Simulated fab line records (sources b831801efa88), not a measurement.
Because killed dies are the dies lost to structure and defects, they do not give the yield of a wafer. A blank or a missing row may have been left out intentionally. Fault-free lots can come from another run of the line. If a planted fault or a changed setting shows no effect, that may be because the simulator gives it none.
A struck lot beside a sound one ; flow sky130 ; 21 out of 708 route steps
Sound: these wafers, L475.2, L475.5, L475.6. Struck: wafer L483.5 (L483.2, L483.4, from the same lot, were not struck and are left out); the cause is given at the end.
Order at every step that has rows: each side's tool, ch and its chambers, its first start. Under that, the readings that differ: sound wafers ; struck wafers ; difference of the means ; sigmas: that difference in standard deviations of wafers without a fault.
alike: readings with means less than 2 such deviations apart, plus words and numbers identical on both sides. not compared: withheld readings, readings lacking a value on some wafer, bounds such as >300 that could conceal the same value, and numbers that have no deviation in the record and whose values overlap.
The two part at a step that has a row with sigmas, a row that says differs or no value, or rows on one side only. Numbers that have no deviation but don't overlap get no sigmas and don't part them. A reading that every wafer of one side lacks parts them only if that side has two wafers or more.

SKY_LI_CONTACT_CVD_21: deposits W, target thk 400 nm, time 120.56 s.
  sound on cvdW-01 ch 0,1, day 28 23:09; struck on cvdW-01 ch 1, day 31 17:22
  alike: heaterPowerW, susceptorTempC
SKY_LI_CONTACT_RS_MEAS_22: measurement is done with a four-point probe.
  sound: filmMetro-04 at day 28 23:18; struck: filmMetro-01 at day 31 17:31
  alike: LI_CONTACT_W_RS
SKY_LI_CONTACT_THK_MEAS_23: measures by xrf.
  sound: filmMetro-04 at day 28 23:25; struck: filmMetro-01 at day 31 17:37
  alike: LI_CONTACT_W_THK
SKY_LI_CONTACT_CMP_24: polishes, stops on PSG, t overpolish 20 s, target thk 0 nm.
  sound on cmp-01 ch 0,3, day 28 23:31; struck on cmp-02 ch 1, day 31 17:40
reading;sound;struck;difference;sigmas
motorCurrentA (A);13.0 12.9 11.0;9.9;-2.4;-3
timeToEndpointS (s);93 93 89;101;+9;+2
  alike: overpolishRunS
SKY_LOCAL_INTERCONNECT_SPUTTER_00: material TiN, target thk 100 nm, time 83.3 s.
  sound: pvdSputter-02 at day 28 23:46; struck: pvdSputter-01 at day 31 17:58
  alike: susceptorTempC, throttleValvePct
SKY_LOCAL_INTERCONNECT_RS_MEAS_01: measurement is done with a four-point probe.
  sound: filmMetro-03 at day 28 23:50; struck: filmMetro-01 at day 31 18:04
  alike: LOCAL_INTERCONNECT_TIN_RS
SKY_LOCAL_INTERCONNECT_THK_MEAS_02: measures by xrf.
  sound: filmMetro-03 at day 28 23:57; struck: filmMetro-01 at day 31 18:10
  alike: LOCAL_INTERCONNECT_TIN_THK
then, 5 steps without rows for these wafers: SKY_LOCAL_INTERCONNECT_DEHYDRATE_03 (time 60 s); SKY_LOCAL_INTERCONNECT_HMDS_04 (prime time 60 s); SKY_LOCAL_INTERCONNECT_COAT_05 (resist thk 60 nm); SKY_LOCAL_INTERCONNECT_COAT_06 (resist thk 450 nm); SKY_LOCAL_INTERCONNECT_SOFTBAKE_07 (time 88.39 s).
SKY_LOCAL_INTERCONNECT_EXPOSE_08: exposes mask LI1M, target cd 170 nm.
  sound on krfScanner-01 ch 0, day 29 14:39; struck on krfScanner-01 ch 0, day 32 09:03
  alike: mask
then, 2 steps without rows for these wafers: SKY_LOCAL_INTERCONNECT_PEB_09; SKY_LOCAL_INTERCONNECT_DEVELOP_10 (develop time 60 s).
SKY_LOCAL_INTERCONNECT_CD_MEAS_11: target cd 170 nm.
  sound: cdSem-01 at day 30 04:01; struck: cdSem-02 at day 32 20:39
reading;sound;struck;difference;sigmas
cdNm (nm);171.5 172.7 171.9;150.2;-21.8;-13
SKY_LOCAL_INTERCONNECT_OVL_MEAS_12:
  sound: overlay-01 at day 30 04:08; struck: overlay-02 at day 32 20:46
  alike: LOCAL_INTERCONNECT_OVL
SKY_LOCAL_INTERCONNECT_ETCH_13: etches BARC in N2/H2, stops on SiO2, time 45.9 s, target depth 60 nm.
  sound on rieMetal-03 ch 0,1, day 30 04:10; struck on rieMetal-04 ch 1, day 32 20:47
reading;sound;struck;difference;sigmas
model.LOCAL_INTERCONNECT.cdNm (nm);172 174.1 172;151.7;-21.0;
  alike: drypumpMotorCurrentA, oesProductAu, throttleValvePct
  not compared: rfHoursCounterH
SKY_LOCAL_INTERCONNECT_METAL_ETCH_14: etches TiN in Cl2/BCl3, stops on PSG, target depth 110 nm, time 31.4 s.
  sound on rieMetal-03 ch 0,1, day 30 04:13; struck on rieMetal-04 ch 1, day 32 20:51
reading;sound;struck;difference;sigmas
model.LOCAL_INTERCONNECT.cdNm (nm);171.7 173.7 171.2;152;-20;
  alike: drypumpMotorCurrentA, oesProductAu, throttleValvePct
  not compared: rfHoursCounterH
SKY_LOCAL_INTERCONNECT_STRIP_15: strips in O2/N2.
  sound on plasmaAsher-04 ch 0,1, day 30 04:16; struck on plasmaAsher-04 ch 0, day 32 20:54
  alike: drypumpMotorCurrentA, oesProductAu, stripTimeToEndpointS
  not compared: rfHoursCounterH
-- the record jumps here: 15 days lie between the struck wafers' starts before and after (it left off in module LOCAL_INTERCONNECT and takes up again in module PAD_OPEN, whose first step shown is number 708 of the route) --
SKY_PAD_OPEN_PROBE_99:
  sound: prober-02 at day 45 16:40; struck: prober-01 at day 47 17:16
reading;sound;struck;difference;sigmas
model.etest.resLi.lineOhmUm;75.4 73.26 74.15;84.5;+10.2;
model.etest.mconChain.rcOhm;16.45 17.13 17.37;17.74;+0.76;
  alike: killed_at_M0_to_M3, killed_at_M4_up, killedAtContacts, killedAtFrontEnd, killedAtOther, killedDies, killedOpen, killedShort

## WHERE THEY PART
At SKY_LI_CONTACT_CMP_24 first; at SKY_LOCAL_INTERCONNECT_CD_MEAS_11 last (within this record only). Later steps at which nothing parts them and some readings are alike: SKY_LOCAL_INTERCONNECT_OVL_MEAS_12, SKY_LOCAL_INTERCONNECT_ETCH_13, SKY_LOCAL_INTERCONNECT_METAL_ETCH_14, SKY_LOCAL_INTERCONNECT_STRIP_15, SKY_PAD_OPEN_PROBE_99.

WHY: whatever the simulator had introduced
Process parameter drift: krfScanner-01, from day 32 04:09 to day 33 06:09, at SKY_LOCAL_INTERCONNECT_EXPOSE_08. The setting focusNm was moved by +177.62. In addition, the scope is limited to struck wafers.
